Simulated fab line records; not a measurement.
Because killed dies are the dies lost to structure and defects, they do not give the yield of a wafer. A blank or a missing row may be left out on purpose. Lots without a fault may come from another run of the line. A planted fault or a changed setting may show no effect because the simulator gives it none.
Which tool did it? | flow gf180mcu | Sampling: 6 lots, 18 wafers, 2 of 602 route steps

== WHAT EACH GAUGE READ, for each wafer ==
GF_VT_IMPLANT_RS_MEAS_48: measurement is done with a four-point probe.
lot  | measured     | on            | LVPWELL_RS (ohm/sq)
L748 | day 8 08:54  | film_metro-02 | 1199 1198 1197
L751 | day 9 01:36  | film_metro-01 | 1194 1197 1195
L754 | day 9 11:06  | film_metro-02 | 1200 1201 1197
L756 | day 9 23:39  | film_metro-04 | 1441 1445 1439 1440 1444 1440
L758 | day 10 11:39 | film_metro-01 | 1191 1194 1192
L769 | day 13 14:21 | film_metro-01 | 1198 1194 1195

== WHAT TOOL EACH LOT RAN ON (gives the tool, then ch and the chambers of the sampled wafers, and finally the start) ==
lot  | GF_LVPWELL_IMPLANT_09
L748 | implanter-03 ch 0, day 4 15:03
L751 | implanter-01 ch 0, day 5 00:30
L754 | implanter-01 ch 0, day 5 12:31
L756 | implanter-04 ch 0, day 5 22:58
L758 | implanter-03 ch 0, day 6 08:00
L769 | implanter-01 ch 0, day 9 00:45
- GF_LVPWELL_IMPLANT_09

== THE ANSWER, worked out from the rows above alone ==
Rule: the lots themselves supply what counts as usual. Put in order of their means at a reading, lots are off if they are a third of the lots or fewer, leave a main group of 4 or more, and stand apart from it by a gap of 3 or more times the standard deviation of the main group's means; of several such gaps the widest counts. Not used: any main group whose means are identical at the precision the tables above print for the reading. Also off: a lot with no number at a reading for which 4 or more lots have one. Any other lot the step has rows for is counted as sound.
Off: L756, at GF_VT_IMPLANT_RS_MEAS_48 (LVPWELL_RS). Mean 1196 ohm/sq and standard deviation 2.4 in the main group.
A tool fits if, at a process step before that reading, it ran every lot that is off, and no sound lot after the first of them. Gauges at GF_VT_IMPLANT_RS_MEAS_48: tried the same way as those tools. Undecided on this evidence; 2 tools fit (implanter-04 at GF_LVPWELL_IMPLANT_09, film_metro-04 at GF_VT_IMPLANT_RS_MEAS_48).

== WHAT THE SIMULATOR HAD PUT IN ==
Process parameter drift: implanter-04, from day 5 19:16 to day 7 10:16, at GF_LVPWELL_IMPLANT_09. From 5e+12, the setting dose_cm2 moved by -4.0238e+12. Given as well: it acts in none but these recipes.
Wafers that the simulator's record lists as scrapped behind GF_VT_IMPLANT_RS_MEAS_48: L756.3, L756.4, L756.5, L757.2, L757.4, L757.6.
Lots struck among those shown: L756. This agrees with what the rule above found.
